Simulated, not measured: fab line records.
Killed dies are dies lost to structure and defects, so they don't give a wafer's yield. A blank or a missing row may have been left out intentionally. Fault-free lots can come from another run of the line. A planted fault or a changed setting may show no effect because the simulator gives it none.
Which tool did it? / flow gf180mcu / Sampling: 14 lots, 42 wafers, 3 of 602 route steps

## WHAT THE GAUGES READ, wafer by wafer
GF_POLY_GATE_THK_MEAS_01.
lot=L953; measured=day 8 14:33; on=film-metro-03; POLY_GATE_CVD_00_THK (nm)=203.6 202.4 203.6
lot=L954; measured=day 8 21:55; on=film-metro-04; POLY_GATE_CVD_00_THK (nm)=198.8 196.9 196.9
lot=L956; measured=day 9 05:25; on=film-metro-03; POLY_GATE_CVD_00_THK (nm)=201.3 201.9 201.0
lot=L957; measured=day 9 18:22; on=film-metro-01; POLY_GATE_CVD_00_THK (nm)=198.6 199.8 197.1
lot=L958; measured=day 9 22:31; on=film-metro-01; POLY_GATE_CVD_00_THK (nm)=200.6 200.3 200.9
lot=L966; measured=day 12 10:56; on=film-metro-01; POLY_GATE_CVD_00_THK (nm)=198.2 197.3 199.5
lot=L967; measured=day 13 02:17; on=film-metro-04; POLY_GATE_CVD_00_THK (nm)=198.2 197.8 199.3
lot=L968; measured=day 13 02:16; on=film-metro-01; POLY_GATE_CVD_00_THK (nm)=201.0 199.3 199.0
lot=L970; measured=day 13 13:05; on=film-metro-03; POLY_GATE_CVD_00_THK (nm)=202.1 202.6 203.1
lot=L969; measured=day 13 14:44; on=film-metro-03; POLY_GATE_CVD_00_THK (nm)=198.6 199.1 198.7
lot=L971; measured=day 14 02:25; on=film-metro-01; POLY_GATE_CVD_00_THK (nm)=201.5 200.3 201.3
lot=L974; measured=day 14 12:02; on=film-metro-04; POLY_GATE_CVD_00_THK (nm)=198.3 198.7 200.1
lot=L973; measured=day 14 15:38; on=film-metro-04; POLY_GATE_CVD_00_THK (nm)=199.9 199.4 198.4
lot=L975; measured=day 15 03:52; on=film-metro-03; POLY_GATE_CVD_00_THK (nm)=199.2 198.3 201.3

GF_SALICIDE_RS_MEAS_04: measurement is done with a four-point probe.
lot=L953; measured=day 15 11:36; on=film-metro-03; SALICIDE_TIN_RS (ohm/sq)=16.4 16.0 16.4
lot=L954; measured=day 15 15:40; on=film-metro-03; SALICIDE_TIN_RS (ohm/sq)=16.1 16.5 15.9
lot=L956; measured=day 15 23:53; on=film-metro-04; SALICIDE_TIN_RS (ohm/sq)=15.9 15.9 16.0
lot=L957; measured=day 16 16:22; on=film-metro-01; SALICIDE_TIN_RS (ohm/sq)=16.1 16.4 16.3
lot=L958; measured=day 16 23:03; on=film-metro-04; SALICIDE_TIN_RS (ohm/sq)=16.3 16.0 16.3
lot=L966; measured=day 20 05:09; on=film-metro-03; SALICIDE_TIN_RS (ohm/sq)=16.4 15.9 16.5
lot=L967; measured=day 20 22:56; on=film-metro-01; SALICIDE_TIN_RS (ohm/sq)=16.7 16.6 16.5
lot=L968; measured=day 20 21:20; on=film-metro-03; SALICIDE_TIN_RS (ohm/sq)=15.6 15.9 15.7
lot=L970; measured=day 21 12:41; on=film-metro-03; SALICIDE_TIN_RS (ohm/sq)=16.6 16.6 16.5
lot=L969; measured=day 21 15:06; on=film-metro-04; SALICIDE_TIN_RS (ohm/sq)=16.0 16.4 16.5
lot=L971; measured=day 22 01:29; on=film-metro-01; SALICIDE_TIN_RS (ohm/sq)=15.9 16.4 15.9
lot=L974; measured=day 22 13:07; on=film-metro-04; SALICIDE_TIN_RS (ohm/sq)=16.2 15.9 16.0
lot=L973; measured=day 22 16:35; on=film-metro-03; SALICIDE_TIN_RS (ohm/sq)=16.5 16.7 16.4
lot=L975; measured=day 23 04:09; on=film-metro-03; SALICIDE_TIN_RS (ohm/sq)=16.5 15.9 16.4

## WHAT TOOL EACH LOT RAN ON (gives the tool, then ch and the chambers of the sampled wafers, and finally the start)
lot=L953; GF_DNWELL_IMPLANT_07=implanter-04 ch 0, day 2 21:22
lot=L954; GF_DNWELL_IMPLANT_07=implanter-01 ch 0, day 3 00:41
lot=L956; GF_DNWELL_IMPLANT_07=implanter-04 ch 0, day 3 10:11
lot=L957; GF_DNWELL_IMPLANT_07=implanter-01 ch 0, day 3 19:22
lot=L958; GF_DNWELL_IMPLANT_07=implanter-02 ch 0, day 3 22:04
lot=L966; GF_DNWELL_IMPLANT_07=implanter-01 ch 0, day 5 17:30
lot=L967; GF_DNWELL_IMPLANT_07=implanter-01 ch 0, day 6 02:41
lot=L968; GF_DNWELL_IMPLANT_07=implanter-02 ch 0, day 6 02:56
lot=L970; GF_DNWELL_IMPLANT_07=implanter-04 ch 0, day 6 16:23
lot=L969; GF_DNWELL_IMPLANT_07=implanter-02 ch 0, day 6 16:43
lot=L971; GF_DNWELL_IMPLANT_07=implanter-02 ch 0, day 7 03:10
lot=L974; GF_DNWELL_IMPLANT_07=implanter-04 ch 0, day 7 11:13
lot=L973; GF_DNWELL_IMPLANT_07=implanter-02 ch 0, day 7 11:34
lot=L975; GF_DNWELL_IMPLANT_07=implanter-04 ch 0, day 7 20:07
- GF_DNWELL_IMPLANT_07

## WHAT THE TOOLS THEMSELVES READ (means of the sampled wafers that have a number; where no wafer has one, the mark that the record gives instead)
GF_DNWELL_IMPLANT_07.
lot=L953; tool=implanter-04; beam-energy-keV=1499.7; beam-on-s (s)=9.86
lot=L954; tool=implanter-01; beam-energy-keV=1500.3; beam-on-s (s)=10.10
lot=L956; tool=implanter-04; beam-energy-keV=1500.1; beam-on-s (s)=10.06
lot=L957; tool=implanter-01; beam-energy-keV=1500.5; beam-on-s (s)=9.94
lot=L958; tool=implanter-02; beam-energy-keV=1500.0; beam-on-s (s)=10.04
lot=L966; tool=implanter-01; beam-energy-keV=1323.4; beam-on-s (s)=10.07
lot=L967; tool=implanter-01; beam-energy-keV=1322.0; beam-on-s (s)=9.98
lot=L968; tool=implanter-02; beam-energy-keV=1500.2; beam-on-s (s)=10.02
lot=L970; tool=implanter-04; beam-energy-keV=1499.7; beam-on-s (s)=9.97
lot=L969; tool=implanter-02; beam-energy-keV=1499.5; beam-on-s (s)=9.95
lot=L971; tool=implanter-02; beam-energy-keV=1499.9; beam-on-s (s)=9.88
lot=L974; tool=implanter-04; beam-energy-keV=1500.4; beam-on-s (s)=10.05
lot=L973; tool=implanter-02; beam-energy-keV=1500.3; beam-on-s (s)=10.06
lot=L975; tool=implanter-04; beam-energy-keV=1500.6; beam-on-s (s)=10.00

## THE ANSWER, worked out from the rows above alone
Rule: the usual values come from the lots themselves. Put in order of their means at a reading, lots are off if they are a third of the lots or fewer, leave a main group of 4 or more, and stand apart from it by a gap of 3 or more times the standard deviation of the main group's means; of several such gaps the widest counts. Not used: any main group whose means are identical at the precision the tables above print for the reading. Also off: a lot with no number at a reading for which 4 or more lots have one. All remaining lots with rows at the step are treated as sound. Order of review: gauges by route order, followed by the tools' own readings, for which a lot's mean as printed above is used. At the first step where some lot is off, the reading lying furthest off is the one used; lots without a number count as furthest.
Off at GF_DNWELL_IMPLANT_07 (beam-energy-keV): L966, L967. The main group has a mean of 1500.1 with a standard deviation of 0.33.
If a tool, at that step or one of the process steps before it, ran each lot that is off and ran no sound lot following the first of them, it fits. One candidate fits, namely implanter-01 at GF_DNWELL_IMPLANT_07. Its last sound lot is L957 (day 3 19:22), its first lot that is off L966 (day 5 17:30): a fault that began between those two fits.
On the lots that are off, the tool's own readings at GF_DNWELL_IMPLANT_07 differ by more than 5 times the standard deviation of the sound lots' means, which bears it out; beam-energy-keV reads 1322.7 there versus 1500.1 on the sound lots.

## WHAT THE SIMULATOR HAD INSERTED
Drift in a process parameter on implanter-01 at GF_DNWELL_IMPLANT_07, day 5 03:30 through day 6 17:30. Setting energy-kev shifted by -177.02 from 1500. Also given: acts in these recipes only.
Struck lots among those shown: L966, L967. Same finding as the rule above.
